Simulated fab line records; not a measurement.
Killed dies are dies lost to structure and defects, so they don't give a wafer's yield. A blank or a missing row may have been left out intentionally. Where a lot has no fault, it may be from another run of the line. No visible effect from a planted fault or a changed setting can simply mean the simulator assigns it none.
The tool behind it: which one?    flow gf180mcu    39 wafers from 13 lots sampled at 6 of the route's 602 steps

## WHAT THE GAUGES READ, wafer by wafer
GF_PSD_CD_MEAS_07 targets a cd of 400 nm.
lot   measured      on         cd_nm (nm)
L401  day 14 06:36  cd_sem-02  402.3 402.8 399.6
L403  day 14 21:50  cd_sem-01  400.8 398.3 399.8
L404  day 15 06:32  cd_sem-01  397.0 397.3 400.0
L407  day 16 08:14  cd_sem-02  400.1 399.0 398.6
L413  day 18 15:51  cd_sem-01  - - -
L417  day 20 03:26  cd_sem-02  403.0 401.0 401.3
L418  day 20 08:14  cd_sem-02  398.0 398.1 398.0
L419  day 20 23:26  cd_sem-01  401.5 402.0 402.3
L420  day 21 04:25  cd_sem-01  407.0 406.9 407.4
L421  day 21 10:01  cd_sem-02  403.6 401.4 400.9
L422  day 21 17:11  cd_sem-01  396.5 396.1 397.8
L423  day 22 03:32  cd_sem-01  399.4 399.7 402.2
L424  day 22 13:41  cd_sem-02  397.2 396.0 397.7

GF_PSD_TW_MEAS_11.
lot   measured      on             PSD_TW
L401  day 14 07:00  film_metro-03  3165 3158 3156
L403  day 14 22:13  film_metro-03  3158 3150 3159
L404  day 15 06:56  film_metro-03  3196 3208 3211
L407  day 16 08:39  film_metro-04  3167 3173 3167
L413  day 18 16:15  film_metro-01  30 30 30
L417  day 20 03:50  film_metro-04  3171 3156 3156
L418  day 20 08:39  film_metro-01  3174 3165 3177
L419  day 20 23:49  film_metro-04  3164 3168 3167
L420  day 21 04:48  film_metro-04  3162 3147 3154
L421  day 21 10:25  film_metro-04  3151 3144 3141
L422  day 21 17:35  film_metro-04  3153 3151 3155
L423  day 22 03:57  film_metro-03  3202 3189 3187
L424  day 22 14:06  film_metro-04  3142 3180 3166

GF_V1_CD_MEAS_14 targets a cd of 260 nm.
lot   measured      on         cd_nm (nm)
L401  day 18 05:20  cd_sem-01  258.3 258.4 259.0
L403  day 18 21:44  cd_sem-01  261.6 259.7 260.3
L404  day 19 07:59  cd_sem-02  261.2 260.2 260.4
L407  day 20 12:37  cd_sem-02  260.0 259.8 259.9
L413  day 22 21:50  cd_sem-02  258.2 258.9 258.3
L417  day 24 06:30  cd_sem-02  259.8 259.8 259.8
L418  day 24 13:14  cd_sem-02  257.9 257.7 256.9
L419  day 25 01:38  cd_sem-01  258.9 258.7 260.0
L420  day 25 05:04  cd_sem-02  260.0 259.7 258.3
L421  day 25 11:16  cd_sem-02  262.6 261.3 261.4
L422  day 25 16:38  cd_sem-02  260.7 261.4 261.4
L423  day 26 02:20  cd_sem-02  260.8 261.3 260.6
L424  day 26 12:29  cd_sem-02  261.0 259.7 259.7

GF_V2_CD_MEAS_14 targets a cd of 260 nm.
lot   measured      on         cd_nm (nm)
L401  day 20 09:08  cd_sem-02  260.1 261.3 261.5
L403  day 21 01:59  cd_sem-02  260.7 260.6 261.7
L404  day 21 12:41  cd_sem-01  258.5 259.6 259.5
L407  day 22 16:35  cd_sem-01  259.8 260.1 260.2
L413  day 24 23:11  cd_sem-02  261.1 262.4 261.2
L417  day 26 03:40  cd_sem-02  260.8 260.9 261.2
L418  day 26 12:02  cd_sem-01  258.7 259.0 259.4
L419  day 26 23:08  cd_sem-01  259.9 259.6 260.5
L420  day 27 02:01  cd_sem-02  258.7 258.1 258.3
L421  day 27 07:34  cd_sem-01  260.7 259.8 260.8
L422  day 27 13:31  cd_sem-01  261.3 260.6 261.1
L423  day 27 22:20  cd_sem-01  260.6 261.2 261.2
L424  day 28 11:14  cd_sem-01  258.0 257.8 258.1

## TOOL THAT RAN EACH LOT (tool first, then ch and the chambers of the sampled wafers, then the start)
lot   GF_PSD_EXPOSE_04                     GF_M1_METAL_ETCH_16
L401  iline_stepper-01 ch 0, day 13 20:38  rie_metal-01 ch 0,1, day 17 04:12
L403  iline_stepper-01 ch 0, day 14 11:17  rie_metal-03 ch 0,1, day 17 20:41
L404  iline_stepper-02 ch 0, day 14 20:28  rie_metal-01 ch 0,1, day 18 06:03
L407  iline_stepper-02 ch 0, day 15 22:02  rie_metal-03 ch 0,1, day 19 10:42
L413  iline_stepper-02 ch 0, day 18 04:26  rie_metal-03 ch 0,1, day 21 20:36
L417  iline_stepper-02 ch 0, day 19 14:43  rie_metal-01 ch 0,1, day 23 06:03
L418  iline_stepper-02 ch 0, day 19 20:17  rie_metal-01 ch 0,1, day 23 13:15
L419  iline_stepper-02 ch 0, day 20 11:38  rie_metal-03 ch 0,1, day 24 02:14
L420  iline_stepper-01 ch 0, day 20 15:59  rie_metal-01 ch 0,1, day 24 06:17
L421  iline_stepper-01 ch 0, day 20 21:59  rie_metal-02 ch 1, day 24 12:26
L422  iline_stepper-01 ch 0, day 21 05:35  rie_metal-02 ch 0,1, day 24 17:57
L423  iline_stepper-01 ch 0, day 21 15:41  rie_metal-02 ch 0,1, day 25 03:18
L424  iline_stepper-01 ch 0, day 22 01:47  rie_metal-03 ch 1, day 25 14:21
- GF_PSD_EXPOSE_04: exposes mask Pplus, target cd 400 nm.
- GF_M1_METAL_ETCH_16: etches the open film in Cl2/BCl3, stops on SiO2, target depth 750.8 nm, time 125.1 s.

## WHAT THE TOOLS THEMSELVES READ (means of the sampled wafers that have a number; where no wafer has one, the mark that the record gives instead)
GF_M1_METAL_ETCH_16.
lot   tool          drypump_motor_current_A (A)  oes_product_au (a.u.)  throttle_valve_pct (%)
L401  rie_metal-01  6.0                          0.995                  28.233
L403  rie_metal-03  5.7                          0.992                  28.219
L404  rie_metal-01  6.0                          0.996                  28.223
L407  rie_metal-03  5.7                          0.996                  28.220
L413  rie_metal-03  5.7                          0.997                  28.239
L417  rie_metal-01  6.1                          0.997                  28.213
L418  rie_metal-01  6.0                          0.989                  28.223
L419  rie_metal-03  5.7                          0.993                  28.220
L420  rie_metal-01  6.1                          0.991                  28.228
L421  rie_metal-02  5.1                          0.987                  28.237
L422  rie_metal-02  5.8                          0.991                  28.222
L423  rie_metal-02  5.8                          0.989                  28.233
L424  rie_metal-03  5.3                          0.995                  28.227

## THE ANSWER, worked out from the rows above alone
Rule: the lots themselves supply what counts as usual. The widest of any qualifying gaps counts: lots, ordered by their means at a reading, are off when they make up no more than a third of the lots, leave a main group of 4 or more, and stand apart from it by 3 or more times the standard deviation of that group's means. Not used: any main group whose means are identical at the precision the tables above print for the reading. Also off: a lot with no number at a reading for which 4 or more lots have one. Where the step has rows for the other lots, those lots are counted as sound. The gauges are gone through in route order, then the tools' own readings, and for those a lot's mean is taken as printed above. At the first step where some lot is off, the reading lying furthest off is the one used; lots without a number count as furthest.
Off: L413 (GF_PSD_CD_MEAS_07, cd_nm). Without a number there: L413. The main group: mean 400.3 nm, standard deviation 2.7.
If a tool, at a process step before that reading, ran all the lots that are off and no sound lot after the first of them, it fits. Not tried: the gauges at GF_PSD_CD_MEAS_07; whatever is off there is also off at GF_PSD_TW_MEAS_11, on other tools, and gauge error can't account for it. Not one of the candidates tried fits.

## WHAT HAD BEEN PUT IN BY THE SIMULATOR
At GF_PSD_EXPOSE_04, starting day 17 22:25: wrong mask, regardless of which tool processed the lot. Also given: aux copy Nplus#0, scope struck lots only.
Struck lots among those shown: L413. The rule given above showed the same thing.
